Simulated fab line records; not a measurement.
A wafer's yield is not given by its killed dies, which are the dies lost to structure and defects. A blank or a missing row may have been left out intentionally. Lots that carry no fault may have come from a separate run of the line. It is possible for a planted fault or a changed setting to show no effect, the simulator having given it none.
A struck lot beside a sound one	flow sky130	17 out of 708 route steps
Sound: the wafers L169.2, L169.4, L169.5. The struck wafers were L190.1, L190.2, L190.3. The cause comes at the end.
Each step with rows lists, per side, the tool, then ch with its chambers, then its first start. Under that, the readings that differ: sound wafers	struck wafers	difference of the means	sigmas: that difference in standard deviations of wafers without a fault.
alike: words and numbers the same on both sides, and readings whose means are apart by under 2 such deviations; not compared: readings that were withheld, readings missing a value for some wafer, numbers with overlapping values and no deviation given by the record, and bounds like >300 which may hide the same value.
The two part at a step that has a row with sigmas, a row that says differs or no value, or rows on one side only. Non-overlapping numbers with no deviation appear without sigmas and do not part them. Lack of a reading on every wafer of one side parts them only where that side has two or more wafers.

first, 1 step without rows for these wafers: SKY_LDD_N_IMPLANT_15.
SKY_LDD_N_STRIP_16: strips in O2/N2.
  sound on plasma asher-02 ch 0, day 18 11:44; struck on plasma asher-04 ch 0,1, day 26 03:20
  alike: drypump motor current A, oes product au, strip time to endpoint s
  not compared: rf hours counter h
SKY_LDD_N_TW_MEAS_17:
  sound: film metro-01 at day 18 11:50; struck: film metro-01 at day 26 03:26
  alike: LDD_N_TW
then, 7 steps without rows for these wafers: SKY_LDD_P_DEHYDRATE_00 (time 60 s); SKY_LDD_P_HMDS_01 (prime time 60 s); SKY_LDD_P_COAT_02 (resist thk 1140 nm); SKY_LDD_P_SOFTBAKE_03 (time 60 s); SKY_LDD_P_EXPOSE_04 (exposes mask PSDM, target cd 380 nm); SKY_LDD_P_PEB_05; SKY_LDD_P_DEVELOP_06 (develop time 60 s).
SKY_LDD_P_CD_MEAS_07: the cd target is 380 nm.
  sound: cd sem-02 at day 19 17:55; struck: cd sem-01 at day 27 07:54
  alike: cd nm
SKY_LDD_P_OVL_MEAS_08:
  sound: overlay-02 at day 19 18:01; struck: overlay-01 at day 27 08:01
  alike: LDD_P_OVL
SKY_LDD_P_IMPLANT_09:
  sound on implanter-04 ch 0, day 19 18:05; struck on implanter-04 ch 0, day 27 08:22
  alike: beam on s
SKY_LDD_P_STRIP_10: strips in O2/N2.
  sound on plasma asher-03 ch 0,1, day 19 18:12; struck on plasma asher-01 ch 0,1, day 27 08:31
  alike: drypump motor current A, oes product au, strip time to endpoint s
  not compared: rf hours counter h
SKY_LDD_P_TW_MEAS_11:
  sound: film metro-02 at day 19 18:19; struck: film metro-02 at day 27 08:51
reading	sound	struck	difference	sigmas
LDD_P_TW	630 632 629	789 784 791	+158	+33
then, 1 step without rows for these wafers: SKY_LDD_HVN_DEHYDRATE_00 (time 60 s).
-- the record jumps here: 24 days lie between the struck wafers' starts before and after (it left off in module LDD_HVN and takes up again in module PAD_OPEN, whose first step shown is number 708 of the route) --
SKY_PAD_OPEN_PROBE_99:
  sound: prober-02 at day 46 13:13; struck: prober-01 at day 51 09:19
reading	sound	struck	difference	sigmas
model.etest.tip p.rs ohm sq	6877 6833 6892	3925 3898 3893	-2962	
model.etest.pfet_01v8.r on ohm um	2843 2980 2903	2664 2604 2686	-257	
model.etest.pfet_01v8.drive ua um	196.8 186.4 189.1	216.8 220.8 215	+26.8	
model.etest.sram pfet latch.drive ua um	148.1 135.1 134.1	161.2 167.1 160	+23.7	
model.etest.pfet_01v8_hvt.drive ua um	147 139.6 139.9	162.6 166.4 160.9	+21.1	
model.etest.pfet_01v8_mvt.drive ua um	154.8 149.5 150.1	162 165.6 160.1	+11	
model.etest.pfet_01v8_lvt.drive ua um	174 169 172.6	182.1 183.7 182.5	+10.9	
model.etest.pfet_01v8.off log10 a um	-9.434 -9.934 -9.905	-8.547 -8.59 -8.816	+1.107	
  alike: killed_at_M0_to_M3, killed_at_M4_up, killed at contacts, killed at front end, killed at other, killed dies, killed open, killed short

== WHERE THEY PART ==
SKY_LDD_P_TW_MEAS_11 only, going by this record. Later steps at which nothing parts them and some readings are alike: SKY_PAD_OPEN_PROBE_99.

WHY: what the simulator had put in
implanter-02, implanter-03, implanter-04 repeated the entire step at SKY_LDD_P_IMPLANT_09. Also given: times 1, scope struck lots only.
